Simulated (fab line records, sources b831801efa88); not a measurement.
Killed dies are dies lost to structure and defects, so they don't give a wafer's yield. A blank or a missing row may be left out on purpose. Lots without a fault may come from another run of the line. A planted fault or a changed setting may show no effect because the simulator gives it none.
Which tool did it? | flow sky130 | 12 lots, 36 wafers sampled, at 3 steps of a route of 708

WHAT THE GAUGES READ, wafer by wafer
SKY_VT_ADJUST_HVTP_CD_MEAS_07: target cd 380 nm. Usual: cd_nm 380.1 nm, standard deviation 2.6.
lot  | measured     | on        | cd_nm (nm)        | flag
L210 | day 6 03:38  | cd_sem-01 | 379.8 380.5 375.1 |
L211 | day 6 07:49  | cd_sem-01 | 375.1 377.6 376.9 |
L213 | day 6 23:58  | cd_sem-01 | 381.3 385.5 382.4 |
L214 | day 7 04:26  | cd_sem-01 | 382.7 381.8 381.5 |
L223 | day 9 11:02  | cd_sem-01 | 374.8 372.8 373.9 |
L227 | day 10 12:08 | cd_sem-01 | 379.7 380.8 379.0 |
L228 | day 10 15:36 | cd_sem-01 | 378.4 381.8 379.3 |
L229 | day 10 23:20 | cd_sem-02 | 382.4 384.5 383.1 |
L230 | day 11 06:38 | cd_sem-01 | 379.2 379.4 380.7 |
L231 | day 11 12:32 | cd_sem-02 | 383.7 383.1 381.8 |
L232 | day 12 00:19 | cd_sem-01 | 379.4 380.7 377.2 |
L233 | day 12 03:44 | cd_sem-02 | 379.2 378.2 380.4 |

SKY_VT_ADJUST_HVTP_TW_MEAS_11. Usual: VT_ADJUST_HVTP_TW 1357, standard deviation 6.7.
lot  | measured     | on            | VT_ADJUST_HVTP_TW | flag
L210 | day 6 04:03  | film_metro-02 | 1361 1362 1367    |
L211 | day 6 08:13  | film_metro-03 | 1350 1360 1362    |
L213 | day 7 00:22  | film_metro-01 | 1358 1359 1359    |
L214 | day 7 04:49  | film_metro-03 | 1359 1367 1371    |
L223 | day 9 11:29  | film_metro-01 | 1359 1353 1363    |
L227 | day 10 12:33 | film_metro-02 | 1347 1357 1348    |
L228 | day 10 15:58 | film_metro-02 | 1349 1344 1346    |
L229 | day 10 23:44 | film_metro-02 | 1351 1347 1348    |
L230 | day 11 07:02 | film_metro-02 | 1371 1364 1362    |
L231 | day 11 12:55 | film_metro-01 | 1360 1354 1356    |
L232 | day 12 00:43 | film_metro-03 | 1354 1352 1349    |
L233 | day 12 04:08 | film_metro-01 | 1367 1356 1357    |

SKY_LDD_LDN_OVL_MEAS_07. Usual: LDD_LDN_OVL 0.1 nm, standard deviation 1.5.
lot  | measured     | on         | LDD_LDN_OVL (nm) | flag
L210 | day 23 00:17 | overlay-01 | 0.7 3.4 1.8      |
L211 | day 23 11:20 | overlay-01 | -2.4 -3.3 -4.7   |
L213 | day 24 03:53 | overlay-01 | -0.3 0.3 0.8     |
L214 | day 24 07:06 | overlay-02 | 1.7 0.1 2.7      |
L223 | day 27 09:27 | overlay-01 | -2.2 -3.3 1.0    |
L227 | day 28 19:23 | overlay-02 | -0.6 -0.4 0.3    |
L228 | day 28 22:39 | overlay-01 | 2.0 0.0 0.2      |
L229 | day 29 11:38 | overlay-01 | 0.0 -0.1 0.2     |
L230 | day 29 17:44 | overlay-01 | -1.2 -0.6 -0.9   |
L231 | day 30 02:08 | overlay-01 | -1.1 -1.4 0.4    |
L232 | day 30 18:23 | overlay-01 | -0.1 -0.3 1.3    |
L233 | day 30 21:32 | overlay-02 | 0.8 0.3 1.2      |

WHICH TOOL RAN EACH LOT (tool, then ch and the chambers of the sampled wafers, then the start)
The record holds no process step before these readings.

WHAT THE TOOLS THEMSELVES READ (means of the sampled wafers that have a number; where no wafer has one, the mark that the record gives instead)
The record holds no such reading with a usual standard deviation.

THE ANSWER, worked out from the rows above alone
Rule: a lot is off if the mean of its wafers that have a number lies more than 3 standard deviations from the usual mean. A lot without any number at a reading at which 4 lots or more have one is off too. The other lots that the step has rows for count as sound. The gauges are gone through in route order, then the tools' own readings, and for those a lot's mean is taken as printed above. The first step at which some lot is off is used, and at that step the reading that is off furthest; a lot without a number counts as furthest.
No lot is off at any reading shown: from this, nothing can be told.

WHAT THE SIMULATOR HAD PUT IN
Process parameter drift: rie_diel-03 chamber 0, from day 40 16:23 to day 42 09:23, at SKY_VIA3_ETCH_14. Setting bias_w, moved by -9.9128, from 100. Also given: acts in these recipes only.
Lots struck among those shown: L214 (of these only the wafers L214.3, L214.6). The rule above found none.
